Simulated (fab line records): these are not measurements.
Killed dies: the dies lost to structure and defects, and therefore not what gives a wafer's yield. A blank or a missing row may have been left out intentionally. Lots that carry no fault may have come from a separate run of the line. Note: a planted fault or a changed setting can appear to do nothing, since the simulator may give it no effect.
A single fault, viewed from 2 desks || flow sky130 || only its own numbers are on each desk; what lay behind them is given at the end

== DESK OF THE TOOL OWNER: implanter-01 ==
SKY_LDD_N_IMPLANT_12, tool's own readings: per-lot mean of the sampled wafers with a number, covering each lot this tool ran. A lot is out of limits, marked OUT, if its mean lies more than 4 standard deviations from the usual mean; the brackets give that distance.
Columns: A = dose-ions-cm2 at SKY_LDD_N_IMPLANT_12, usual 4.999e+12; B = faraday-current-uA at SKY_LDD_N_IMPLANT_12, usual 28.2
{"lot": "L968", "first seen here": "day 17 16:19", "A": 5.003e+12, "B": 28.1}
{"lot": "L982", "first seen here": "day 22 22:24", "A": "7.158e+12 (+99 or more) OUT", "B": "40.4 (+21) OUT"}
{"lot": "L983", "first seen here": "day 23 20:40", "A": "7.166e+12 (+99 or more) OUT", "B": "39.6 (+19) OUT"}
{"lot": "L991", "first seen here": "day 26 14:16", "A": 5.000e+12, "B": 27.6}
This desk's finding: out of limits on L982, L983; first on L982, day 22 22:24 (dose-ions-cm2 at SKY_LDD_N_IMPLANT_12). L968, L991 stayed within limits.

== AT THE METROLOGY DESK ==
What the gauges read, lot by lot, whatever tool the lot ran on: means of the sampled wafers that have a number. A lot is out of limits, marked OUT, if its mean lies more than 4 standard deviations from the usual mean; the brackets give that distance.
Columns: A = LDD_N_OVL at SKY_LDD_N_OVL_MEAS_07, usual -0.7 nm
{"lot": "L968", "first seen here": "day 17 15:40", "A": -1.4}
{"lot": "L969", "first seen here": "day 17 19:42", "A": 0.1}
{"lot": "L982", "first seen here": "day 22 21:46", "A": 1.0}
{"lot": "L983", "first seen here": "day 23 20:01", "A": -1.6}
{"lot": "L990", "first seen here": "day 25 11:55", "A": -0.3}
{"lot": "L991", "first seen here": "day 26 13:35", "A": 0.1}
This desk's finding: nothing out of limits on any of the 6 lots.

== ALL TOGETHER ==
At day 22 22:24, on L982, L983, the tool owner's desk was in a position to raise an alarm.
The metrology desk saw nothing out of limits.
The metrology desk has L982, L983 on record, within its limits.
Of the lots named, all ran SKY_LDD_N_IMPLANT_12 on implanter-01.

== WHAT THE SIMULATOR PUT IN ==
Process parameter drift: implanter-01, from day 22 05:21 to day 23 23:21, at SKY_LDD_N_IMPLANT_12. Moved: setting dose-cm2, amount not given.
Shown lots that were struck: L982, L983.
Delay in hours, fault start to first out-of-limits reading, by desk: the tool owner's desk at 17.
